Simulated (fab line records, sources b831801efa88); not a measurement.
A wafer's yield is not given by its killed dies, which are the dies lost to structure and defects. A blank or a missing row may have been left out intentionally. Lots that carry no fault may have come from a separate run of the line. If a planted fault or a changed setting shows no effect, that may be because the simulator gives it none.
Check for tools in common ; flow gf180mcu ; Sample size 14 lots and 42 wafers

== WHY THIS WAS OPENED ==
GF_DUAL_GATE_THK_MEAS_03, reading DUAL_GATE_OXIDATION_00_THK: flagged on 3 of 14 lots. Wafers without a fault read 10.81 nm, standard deviation 0.21.
Rule: a lot is flagged in two cases, either no wafer of it has a number, or all its wafers with numbers fall more than 4 standard deviations from that mean. The other lots count as sound.

lot;measured;on;DUAL_GATE_OXIDATION_00_THK (nm), wafer by wafer;flag
L630;day 8 09:10;filmMetro-03;10.82 10.81 10.75;
L631;day 8 12:59;filmMetro-03;10.45 10.59 10.58;
L632;day 8 20:47;filmMetro-03;17.30 17.23 17.27;FLAGGED
L633;day 9 03:49;filmMetro-02;17.61 17.45 17.30;FLAGGED
L636;day 9 22:21;filmMetro-04;10.82 11.01 10.77;
L643;day 11 20:20;filmMetro-03;16.99 17.12 17.13;FLAGGED
L644;day 12 05:17;filmMetro-02;10.93 10.83 10.73;
L645;day 12 09:20;filmMetro-02;10.74 10.73 10.77;
L646;day 12 16:46;filmMetro-02;11.46 11.35 11.46;
L647;day 12 23:22;filmMetro-02;10.85 10.92 10.85;
L648;day 13 08:17;filmMetro-04;11.03 10.95 11.05;
L649;day 13 14:27;filmMetro-04;10.81 10.87 10.76;
L650;day 14 00:00;filmMetro-04;10.67 10.65 10.87;
L651;day 14 01:26;filmMetro-04;10.87 10.97 10.72;
Average over the flagged lots: 17.27 nm; offset from the usual +6.46 nm, equal to +31 standard deviations.

== EACH LOT AND THE TOOL IT RAN ON ==
The record holds 1 process step before the reading, out of a route of 602 steps. Each cell gives the tool, then ch followed by the chambers the sampled wafers passed through, then the start.
lot;flag;GF_DUAL_GATE_OXIDATION_02
L630;;furnace-02 ch 0, day 8 07:42
L631;;furnace-02 ch 0, day 8 11:32
L632;FLAGGED;furnace-02 ch 0, day 8 16:43 and furnace-01 ch 0, day 8 19:18
L633;FLAGGED;furnace-01 ch 0, day 8 23:31 and furnace-02 ch 0, day 9 02:20
L636;;furnace-01 ch 0, day 9 20:55
L643;FLAGGED;furnace-01 ch 0, day 11 17:16
L644;;furnace-02 ch 0, day 12 03:50
L645;;furnace-01 ch 0, day 12 07:52
L646;;furnace-02 ch 0, day 12 15:19
L647;;furnace-02 ch 0, day 12 21:54
L648;;furnace-02 ch 0, day 13 06:50
L649;;furnace-02 ch 0, day 13 13:00
L650;;furnace-01 ch 0, day 13 22:32
L651;;furnace-01 ch 0, day 13 23:59
These steps, and what they do:
- GF_DUAL_GATE_OXIDATION_02: stabilise 600 s, purge 300 s, target thk 10.887 nm.
- GF_DUAL_GATE_THK_MEAS_03

== FLAGGED OVER TOTAL, TOOL BY TOOL (the gauges that took the reading come last) ==
step;tool;lots run;flagged;share of the flagged lots;sound lots run after its first flagged lot
GF_DUAL_GATE_OXIDATION_02;furnace-01;7;3;all;4 (L636,L645,L650,L651)
GF_DUAL_GATE_OXIDATION_02;furnace-02;9;2;some;5 (L644,L646,L647,L648,L649)
GF_DUAL_GATE_THK_MEAS_03;filmMetro-02;5;1;some;4 (L644,L645,L646,L647)
GF_DUAL_GATE_THK_MEAS_03;filmMetro-03;4;2;some;0
GF_DUAL_GATE_THK_MEAS_03;filmMetro-04;5;0;none;-

== WHAT THE TABLE ALLOWS ==
In the table, 1 row covers all flagged lots: furnace-01 at GF_DUAL_GATE_OXIDATION_02.
- furnace-01 at GF_DUAL_GATE_OXIDATION_02 ran 7 lots, 3 of them flagged. Sound lots ran on it after the first flagged one (L636, L645, L650, L651), which a lasting fault on the whole tool wouldn't allow.
Every row of the table either missed a flagged lot or ran a sound lot after the first.

== WHAT WAS PUT IN BY THE SIMULATOR ==
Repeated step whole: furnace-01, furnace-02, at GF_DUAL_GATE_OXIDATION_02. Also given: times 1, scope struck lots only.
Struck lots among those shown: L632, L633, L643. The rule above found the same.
